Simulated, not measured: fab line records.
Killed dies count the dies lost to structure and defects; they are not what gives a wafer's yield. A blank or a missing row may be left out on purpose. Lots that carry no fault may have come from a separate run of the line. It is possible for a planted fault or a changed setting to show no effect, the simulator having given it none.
What tool caused it? + flow gf180mcu + Sampling: 24 lots, 72 wafers, 6 of 602 route steps

## WHAT EACH GAUGE READ, for each wafer
GF_STI_THK_MEAS_02.
| lot  | measured    | on            | STI_OXIDATION_THK (nm) |
|------|-------------|---------------|------------------------|
| L074 | day 1 11:31 | film_metro-02 | 9.87 9.94 10.10        |
| L075 | day 1 16:31 | film_metro-04 | 10.02 9.92 10.08       |
| L076 | day 1 21:31 | film_metro-02 | 10.28 10.18 10.25      |
| L077 | day 2 03:20 | film_metro-03 | 10.31 10.31 10.21      |
| L078 | day 2 08:20 | film_metro-03 | 10.27 10.09 10.16      |
| L079 | day 2 12:31 | film_metro-04 | 10.17 10.27 10.13      |
| L080 | day 2 17:52 | film_metro-04 | 10.00 10.04 10.01      |
| L081 | day 2 23:44 | film_metro-04 | 9.72 9.70 9.81         |
| L082 | day 3 04:07 | film_metro-02 | 10.02 10.09 9.95       |
| L083 | day 3 08:46 | film_metro-04 | 9.99 9.96 9.93         |
| L084 | day 3 13:32 | film_metro-03 | 9.89 9.86 10.02        |
| L085 | day 3 18:31 | film_metro-02 | 10.09 10.07 10.14      |
| L086 | day 4 00:43 | film_metro-04 | 10.02 10.20 10.16      |
| L087 | day 4 04:43 | film_metro-02 | 10.10 9.85 9.81        |
| L088 | day 4 10:18 | film_metro-02 | 10.29 10.25 10.21      |
| L089 | day 4 14:31 | film_metro-02 | 9.76 9.74 9.87         |
| L090 | day 4 19:43 | film_metro-02 | 10.23 10.02 10.21      |
| L091 | day 5 00:31 | film_metro-03 | 10.01 9.97 9.85        |
| L092 | day 5 05:31 | film_metro-04 | 10.09 10.29 10.16      |
| L093 | day 5 10:31 | film_metro-04 | 10.26 10.15 10.03      |
| L094 | day 5 15:31 | film_metro-02 | 10.05 9.80 9.94        |
| L095 | day 5 20:31 | film_metro-02 | 9.87 9.95 9.92         |
| L096 | day 6 01:32 | film_metro-04 | 10.09 10.10 10.25      |
| L097 | day 6 07:41 | film_metro-02 | 9.97 9.89 9.68         |

GF_VT_IMPLANT_TW_MEAS_10.
| lot  | measured     | on            | VT_IMPLANT_TW |
|------|--------------|---------------|---------------|
| L074 | day 5 15:25  | film_metro-04 | 573 570 569   |
| L075 | day 5 21:40  | film_metro-03 | 554 553 554   |
| L076 | day 6 02:49  | film_metro-04 | 562 563 560   |
| L077 | day 6 11:14  | film_metro-03 | 551 555 556   |
| L078 | day 6 16:41  | film_metro-03 | 553 556 555   |
| L079 | day 6 22:19  | film_metro-03 | 553 554 554   |
| L080 | day 7 02:41  | film_metro-01 | 556 557 557   |
| L081 | day 7 11:25  | film_metro-04 | 568 569 567   |
| L082 | day 7 15:34  | film_metro-03 | 555 555 555   |
| L083 | day 7 23:17  | film_metro-04 | 569 572 569   |
| L084 | day 8 05:01  | film_metro-03 | 557 555 552   |
| L085 | day 8 11:31  | film_metro-04 | 571 567 571   |
| L086 | day 8 17:43  | film_metro-03 | 554 552 554   |
| L087 | day 8 23:14  | film_metro-03 | 550 553 554   |
| L088 | day 9 07:08  | film_metro-03 | 553 553 552   |
| L089 | day 9 10:17  | film_metro-04 | 571 568 570   |
| L090 | day 9 17:26  | film_metro-03 | 557 553 553   |
| L091 | day 9 23:29  | film_metro-03 | 551 553 554   |
| L092 | day 10 04:12 | film_metro-01 | 558 561 555   |
| L093 | day 10 13:46 | film_metro-04 | 569 569 571   |
| L094 | day 10 20:49 | film_metro-04 | 570 572 568   |
| L095 | day 11 01:16 | film_metro-01 | 564 561 558   |
| L096 | day 11 07:23 | film_metro-01 | 561 561 558   |
| L097 | day 11 18:40 | film_metro-03 | 553 557 558   |

GF_SALICIDE_THK_MEAS_05: measures by xrf.
| lot  | measured     | on            | SALICIDE_TIN_THK (nm) |
|------|--------------|---------------|-----------------------|
| L074 | day 15 01:20 | film_metro-03 | 19.9 19.7 20.1        |
| L075 | day 15 09:58 | film_metro-03 | 20.0 20.1 20.1        |
| L076 | day 15 20:53 | film_metro-01 | 19.6 19.9 19.6        |
| L077 | day 16 06:25 | film_metro-02 | 20.4 20.0 20.4        |
| L078 | day 16 15:43 | film_metro-02 | 19.7 19.5 19.7        |
| L079 | day 17 00:16 | film_metro-03 | 20.2 19.8 19.7        |
| L080 | day 17 04:56 | film_metro-01 | 20.5 20.1 19.9        |
| L081 | day 17 20:55 | film_metro-01 | 20.9 20.6 20.7        |
| L082 | day 17 21:27 | film_metro-03 | 20.0 19.8 19.9        |
| L083 | day 18 12:08 | film_metro-01 | 20.3 19.8 19.8        |
| L084 | day 18 19:01 | film_metro-01 | 19.8 20.3 19.9        |
| L085 | day 19 09:57 | film_metro-02 | 20.1 20.0 20.0        |
| L086 | day 19 14:16 | film_metro-02 | 20.3 20.0 19.9        |
| L087 | day 19 20:13 | film_metro-02 | 20.1 20.0 20.1        |
| L088 | day 20 08:09 | film_metro-01 | 19.9 19.6 20.3        |
| L089 | day 20 14:43 | film_metro-03 | 19.9 19.6 20.0        |
| L090 | day 20 20:04 | film_metro-02 | 20.8 20.8 21.1        |
| L091 | day 21 05:58 | film_metro-01 | 19.9 19.7 20.0        |
| L092 | day 21 13:35 | film_metro-03 | 19.8 20.7 19.9        |
| L093 | day 21 22:47 | film_metro-02 | 20.6 19.9 20.2        |
| L094 | day 22 09:27 | film_metro-01 | 20.1 20.3 20.0        |
| L095 | day 22 16:33 | film_metro-02 | 20.3 19.9 20.1        |
| L096 | day 22 21:25 | film_metro-02 | 20.1 20.1 20.3        |
| L097 | day 23 12:54 | film_metro-02 | 20.7 20.3 20.2        |

GF_V1_THK_MEAS_01.
| lot  | measured     | on            | V1_CVD_00_THK (nm) |
|------|--------------|---------------|--------------------|
| L074 | day 17 01:11 | film_metro-03 | 599 593 605        |
| L075 | day 17 09:40 | film_metro-03 | 603 584 603        |
| L076 | day 17 21:28 | film_metro-04 | 604 604 593        |
| L077 | day 18 08:11 | film_metro-03 | 598 598 597        |
| L078 | day 18 17:46 | film_metro-02 | 591 590 584        |
| L079 | day 19 03:19 | film_metro-03 | 597 586 577        |
| L080 | day 19 07:40 | film_metro-02 | 602 590 600        |
| L081 | day 20 01:16 | film_metro-02 | 610 597 592        |
| L082 | day 20 01:52 | film_metro-03 | 599 602 582        |
| L083 | day 20 17:15 | film_metro-02 | 600 595 608        |
| L084 | day 20 23:49 | film_metro-04 | 622 608 613        |
| L085 | day 21 14:03 | film_metro-04 | 614 596 614        |
| L086 | day 21 17:40 | film_metro-02 | 601 609 601        |
| L087 | day 21 23:25 | film_metro-04 | 605 603 596        |
| L088 | day 22 10:57 | film_metro-04 | 601 597 602        |
| L089 | day 22 16:06 | film_metro-02 | 606 590 601        |
| L090 | day 22 21:53 | film_metro-02 | 586 599 594        |
| L091 | day 23 08:20 | film_metro-02 | 600 594 600        |
| L092 | day 23 15:50 | film_metro-03 | 585 595 591        |
| L093 | day 24 00:47 | film_metro-04 | 610 599 593        |
| L094 | day 24 10:17 | film_metro-02 | 606 602 597        |
| L095 | day 24 16:23 | film_metro-04 | 596 604 597        |
| L096 | day 24 20:08 | film_metro-04 | 593 584 597        |
| L097 | day 25 11:25 | film_metro-02 | 609 600 604        |

GF_V1_CD_MEAS_14: the cd target is 260 nm.
| lot  | measured     | on        | cd_nm (nm)        |
|------|--------------|-----------|-------------------|
| L074 | day 18 01:48 | cd_sem-01 | 258.5 258.2 259.5 |
| L075 | day 18 10:48 | cd_sem-02 | 260.1 259.3 259.8 |
| L076 | day 18 22:38 | cd_sem-02 | 258.7 259.9 258.9 |
| L077 | day 19 09:34 | cd_sem-02 | 258.0 258.6 259.0 |
| L078 | day 19 19:13 | cd_sem-01 | 259.4 259.1 259.2 |
| L079 | day 20 04:58 | cd_sem-02 | 259.6 260.0 259.9 |
| L080 | day 20 07:52 | cd_sem-02 | 259.9 260.1 259.9 |
| L081 | day 21 02:23 | cd_sem-01 | 259.6 259.4 259.6 |
| L082 | day 21 02:44 | cd_sem-02 | 260.8 260.1 261.1 |
| L083 | day 21 17:34 | cd_sem-01 | 260.4 259.5 260.1 |
| L084 | day 22 00:17 | cd_sem-01 | 260.5 261.4 260.6 |
| L085 | day 22 14:11 | cd_sem-02 | 257.6 259.0 258.3 |
| L086 | day 22 17:26 | cd_sem-02 | 260.9 260.9 261.3 |
| L087 | day 22 23:16 | cd_sem-02 | 259.9 259.9 259.7 |
| L088 | day 23 10:08 | cd_sem-02 | 259.4 260.1 259.3 |
| L089 | day 23 15:20 | cd_sem-02 | 261.1 260.3 260.8 |
| L090 | day 23 20:55 | cd_sem-01 | 260.3 262.6 261.4 |
| L091 | day 24 06:48 | cd_sem-01 | 261.2 260.7 260.7 |
| L092 | day 24 14:11 | cd_sem-01 | 260.1 260.8 261.1 |
| L093 | day 24 23:08 | cd_sem-01 | 258.6 259.8 259.3 |
| L094 | day 25 08:14 | cd_sem-02 | 261.3 262.2 261.8 |
| L095 | day 25 14:31 | cd_sem-02 | 258.9 258.5 258.5 |
| L096 | day 25 17:55 | cd_sem-02 | 260.4 259.8 258.9 |
| L097 | day 26 08:29 | cd_sem-02 | 261.3 260.1 260.0 |

## EACH LOT AND THE TOOL THAT RAN IT (in order: tool; ch and the chambers of the sampled wafers; start)
| lot  | GF_M1_SPUTTER_03             |
|------|------------------------------|
| L074 | pvd_sputter-04, day 16 01:11 |
| L075 | pvd_sputter-01, day 16 09:36 |
| L076 | pvd_sputter-02, day 16 21:12 |
| L077 | pvd_sputter-01, day 17 07:28 |
| L078 | pvd_sputter-04, day 17 17:23 |
| L079 | pvd_sputter-02, day 18 02:14 |
| L080 | pvd_sputter-01, day 18 06:25 |
| L081 | pvd_sputter-02, day 18 23:33 |
| L082 | pvd_sputter-04, day 19 00:11 |
| L083 | pvd_sputter-02, day 19 15:25 |
| L084 | pvd_sputter-02, day 19 21:58 |
| L085 | pvd_sputter-01, day 20 13:05 |
| L086 | pvd_sputter-01, day 20 16:51 |
| L087 | pvd_sputter-02, day 20 23:03 |
| L088 | pvd_sputter-01, day 21 11:02 |
| L089 | pvd_sputter-02, day 21 16:06 |
| L090 | pvd_sputter-01, day 21 21:53 |
| L091 | pvd_sputter-02, day 22 08:24 |
| L092 | pvd_sputter-04, day 22 16:03 |
| L093 | pvd_sputter-02, day 23 01:06 |
| L094 | pvd_sputter-04, day 23 11:22 |
| L095 | pvd_sputter-04, day 23 17:35 |
| L096 | pvd_sputter-01, day 23 22:02 |
| L097 | pvd_sputter-04, day 24 13:04 |
- GF_M1_SPUTTER_03: material Ti, target thk 10 nm, time 6.7 s.

## AS READ BY THE TOOLS THEMSELVES (means over the sampled wafers that have a number; for cases with no such wafer, the mark the record gives instead)
GF_M1_SPUTTER_03.
| lot  | tool           | throttle_valve_pct (%) |
|------|----------------|------------------------|
| L074 | pvd_sputter-04 | 30.2                   |
| L075 | pvd_sputter-01 | 30.4                   |
| L076 | pvd_sputter-02 | 30.3                   |
| L077 | pvd_sputter-01 | 30.3                   |
| L078 | pvd_sputter-04 | 29.8                   |
| L079 | pvd_sputter-02 | 30.3                   |
| L080 | pvd_sputter-01 | 30.5                   |
| L081 | pvd_sputter-02 | 29.9                   |
| L082 | pvd_sputter-04 | 29.5                   |
| L083 | pvd_sputter-02 | 29.9                   |
| L084 | pvd_sputter-02 | 29.8                   |
| L085 | pvd_sputter-01 | 30.9                   |
| L086 | pvd_sputter-01 | 30.5                   |
| L087 | pvd_sputter-02 | 29.9                   |
| L088 | pvd_sputter-01 | 30.0                   |
| L089 | pvd_sputter-02 | 29.9                   |
| L090 | pvd_sputter-01 | 30.6                   |
| L091 | pvd_sputter-02 | 29.8                   |
| L092 | pvd_sputter-04 | 29.4                   |
| L093 | pvd_sputter-02 | 29.8                   |
| L094 | pvd_sputter-04 | 29.0                   |
| L095 | pvd_sputter-04 | 29.1                   |
| L096 | pvd_sputter-01 | 30.4                   |
| L097 | pvd_sputter-04 | 30.1                   |

## THE ANSWER, worked out from the rows above alone
Rule: the usual values come from the lots themselves. The widest of any qualifying gaps counts: lots, ordered by their means at a reading, are off when they make up no more than a third of the lots, leave a main group of 4 or more, and stand apart from it by 3 or more times the standard deviation of that group's means. A main group is skipped when, at the precision printed for the reading in the tables above, its means are all equal. A lot without any number at a reading at which 4 lots or more have one is off too. All remaining lots with rows at the step are treated as sound. Order of review: gauges by route order, followed by the tools' own readings, for which a lot's mean as printed above is used. At the first step where some lot is off, the reading lying furthest off is the one used; lots without a number count as furthest.
Across all readings shown, no lot is off: no conclusion can be drawn from this.

## WHAT THE SIMULATOR HAD PUT IN
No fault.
